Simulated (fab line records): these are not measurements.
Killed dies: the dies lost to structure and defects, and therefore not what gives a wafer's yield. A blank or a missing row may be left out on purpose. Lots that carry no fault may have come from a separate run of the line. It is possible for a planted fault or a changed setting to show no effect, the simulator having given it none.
Struck lot and sound lot, side by side ; flow sky130 ; 14 out of 708 route steps
Sound: the wafers L298.3, L298.5, L298.6. Struck: wafers L284.3, L284.4, L284.6. Last of all comes the cause.
Each step with rows lists, per side, the tool, then ch with its chambers, then its first start. Under that, the readings that differ: sound wafers ; struck wafers ; difference of the means ; sigmas: that difference in standard deviations of wafers without a fault.
alike: words and numbers the same on both sides, and readings whose means are apart by under 2 such deviations; not compared: readings that were withheld, readings missing a value for some wafer, numbers with overlapping values and no deviation given by the record, and bounds like >300 which may hide the same value.
A row with sigmas, a row that says differs or no value, or rows on one side alone: a step with any of these is where the two part. Non-overlapping numbers with no deviation appear without sigmas and do not part them. Lack of a reading on every wafer of one side parts them only where that side has two or more wafers.

SKY_CONTACT_OVL_MEAS_15:
  sound on overlay-01, day 37 17:20; struck on overlay-02, day 33 20:30
  alike: CONTACT_OVL
SKY_CONTACT_ETCH_16: etches BARC in N2/H2, stops on SiO2, time 45.9 s, target depth 60 nm.
  sound on rieDiel-03 ch 1,3, day 37 17:22; struck on rieDiel-01 ch 0,3, day 33 20:31
  alike: chamberPressureMTorr, drypumpMotorCurrentA, h2FlowSccm, oesProductAu, throttleValvePct
  not compared: rfHoursCounterH
SKY_CONTACT_ETCH_17: etches SiO2 in C4F8/O2/Ar, stops on Si3N4, target depth 340 nm.
  sound on rieDiel-03 ch 1,3, day 37 17:25; struck on rieDiel-01 ch 0,3, day 33 20:34
  alike: chamberPressureMTorr, oesProductAu
SKY_CONTACT_ETCH_18: etches Si3N4 in CHF3/O2, stops on TiN, time 39 s, target depth 75 nm.
  sound: rieDiel-03 ch 1,3; struck: rieDiel-01 ch 0,3
  alike: chamberPressureMTorr, chf3FlowSccm, drypumpMotorCurrentA, oesProductAu, throttleValvePct
  not compared: rfHoursCounterH
then, 4 steps without rows for these wafers: SKY_CONTACT_STRIP_19 (strips in O2/N2); SKY_CONTACT_STRIP_20 (strips in post etch residue remover, time 1200 s); SKY_CONTACT_CLEAN_21 (cleans in IPA, time 180 s); SKY_CONTACT_CLEAN_22 (cleans in O3/DIW).
SKY_CONTACT_SPUTTER_23: material TiN, target thk 20 nm, time 80 s.
  sound on pvdSputter-04, day 37 18:08; struck on pvdSputter-02, day 33 21:35
  alike: throttleValvePct
SKY_CONTACT_CVD_24: deposits W, target thk 340 nm, time 102.12 s.
  sound on cvdW-02 ch 0,1, day 37 18:14; struck on cvdW-01 ch 0,1, day 33 21:41
  alike: heaterPowerW
SKY_CONTACT_RS_MEAS_25: a four-point-probe measurement.
  sound on filmMetro-03, day 37 18:20; struck on filmMetro-04, day 33 21:48
  alike: CONTACT_W_RS
SKY_CONTACT_THK_MEAS_26: measures by xrf.
  sound on filmMetro-03, day 37 18:26; struck on filmMetro-04, day 33 21:54
reading;sound;struck;difference;sigmas
CONTACT_W_THK (nm);337 337 339;348 348 346;+10;+2
SKY_CONTACT_CMP_27: polishes, stops on SiO2, t overpolish 15 s, target thk 0 nm.
  sound on cmp-02 ch 0,2,3, day 37 18:35; struck on cmp-01 ch 0,3, day 33 21:56
  no value came back on the struck wafers for any of 5 readings (edgeZonePressureFrac, headPressurePsi (psi) and others); on the sound wafers edgeZonePressureFrac reads 0.992 1.000 0.999
reading;sound;struck;difference;sigmas
model.W_of_CONTACT_CVD_24.thkNm (nm);0 0 0;340.3 339.1 336.6;+338.7;
model.SiO2_of_CONTACT_HDPCVD_02.thkNm (nm);336.5 337.2 336.8;338 338.8 337.8;+1;
-- the record jumps here: 14 days lie between the struck wafers' starts before and after (it left off in module CONTACT and takes up again in module PAD_OPEN, whose first step shown is number 708 of the route) --
SKY_PAD_OPEN_PROBE_99:
  rows exist in the record for the struck wafers here (prober-02, day 47 11:41), but not for the sound ones

## WHERE THEY PART
Earliest at SKY_CONTACT_THK_MEAS_26; latest, in this record, at SKY_PAD_OPEN_PROBE_99.

WHY: what had been put in by the simulator
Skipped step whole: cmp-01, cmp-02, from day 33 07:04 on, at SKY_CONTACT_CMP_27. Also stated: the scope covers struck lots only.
